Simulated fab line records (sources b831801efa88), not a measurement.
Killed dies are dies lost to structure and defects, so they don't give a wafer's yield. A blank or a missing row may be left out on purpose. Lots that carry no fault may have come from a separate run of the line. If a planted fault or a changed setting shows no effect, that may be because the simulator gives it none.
Problem report in the 8D (eight disciplines) form, filled by code    flow sky130    the parts of the form that need people (team, actions taken, sign-off) are left out

## 1. THE PROBLEM
Across 9 wafers from 3 lots, METAL1_ALCU_RS at SKY_METAL1_RS_MEAS_05 averages 0.0880 ohm/sq, while fault-free wafers read 0.1322 ohm/sq with a standard deviation of 0.0015. That is -29 standard deviations from the usual mean.
The step: measures by four-point-probe.
Earliest sighting: wafer L964.3 on film_metro-04 at day 35 00:37. At this step, 45 wafers from 15 lots have a number in the record. The rule behind "out" and "out of limits": a value lying over 4 standard deviations away from the usual mean. The other wafers with a number count as sound.

## 2. WHAT IT IS; WHAT IT IS NOT
question                     is                            is not
which readings at this step  METAL1_ALCU_RS                -
which lots                   L964, L965, L968              L954, L955, L956, L957, L959, L960, L961, L962, L973, L974, L975, L977
which wafers of those lots   all that have a number        -
read on which gauges         film_metro-02, film_metro-04  film_metro-01
when                         from day 35 00:37             up to then (24 sound wafers); but 12 sound wafers of L973, L974, L975, L977 came after

## 3. THE SUSPECTS, EACH WITH WHAT RULES IT OUT
Counting: a tool at a process step up to the reading stays a suspect if it ran every lot that is out and no sound lot after the first of them.
- the gauge at SKY_METAL1_RS_MEAS_05 has been ruled out. The wafers that are out were read on 2 gauges (film_metro-02, film_metro-04).
- pvd_sputter-03 at SKY_METAL1_SPUTTER_02 (material AlCu, target thk 250 nm, time 13.3 s): ruled out as a lasting fault. Following L964 (day 35 00:29), the first lot on it that is out, the sound lots L977 were run on it.
Left after counting: nothing in the record.

## 4. THE CAUSE (what the simulator had put in)
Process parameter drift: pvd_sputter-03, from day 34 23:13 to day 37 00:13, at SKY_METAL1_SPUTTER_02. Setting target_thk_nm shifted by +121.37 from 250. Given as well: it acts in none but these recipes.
It was ruled out by counting, in error; the rule expects a fault to strike all lots run on its tool from its start on, and this fault did not.

## 5. SEQUENCE OF EFFECTS, ordered by route
One row per reading whose mean, taken over the struck wafers that have a number, lies over 3 standard deviations from the usual. Only readings whose record carries a usual standard deviation are examined. hours: median over the lots of the time between each lot's start at the first step of this table that gives one and its start at this step. sigmas: the change, counted in usual standard deviations.
hours  step                      reading          usual          on struck wafers  change   sigmas
0      SKY_METAL1_RS_MEAS_05     METAL1_ALCU_RS   0.1322 ohm/sq  0.0880            -0.0442  -29
0      SKY_METAL1_THK_MEAS_06    METAL1_ALCU_THK  236.6 nm       351.3             +114.7   +40
27     SKY_METAL1_METAL_ETCH_19  oes_product_au   0.853 a.u.     0.953             +0.100   +9.1
Here are the process steps it includes:
- SKY_METAL1_METAL_ETCH_19: etches the open film in Cl2/BCl3, stops on SiO2, target depth 360 nm, time 78 s.
Later measuring or inspecting steps at which every struck wafer that the step has a row for has a number for every such reading, and none has moved that far: SKY_METAL1_CD_MEAS_15, SKY_VIA1_RS_MEAS_22.

## 6. WHAT WOULD HAVE CAUGHT IT SOONER
In this record the first reading out of limits at a measuring or inspecting step was taken at day 35 00:37, 1 hour after the fault began at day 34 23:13.
No tool reading at SKY_METAL1_SPUTTER_02 that has a usual standard deviation in the record was out on any struck wafer, so an alarm limit of 4 standard deviations on those readings would not have fired.
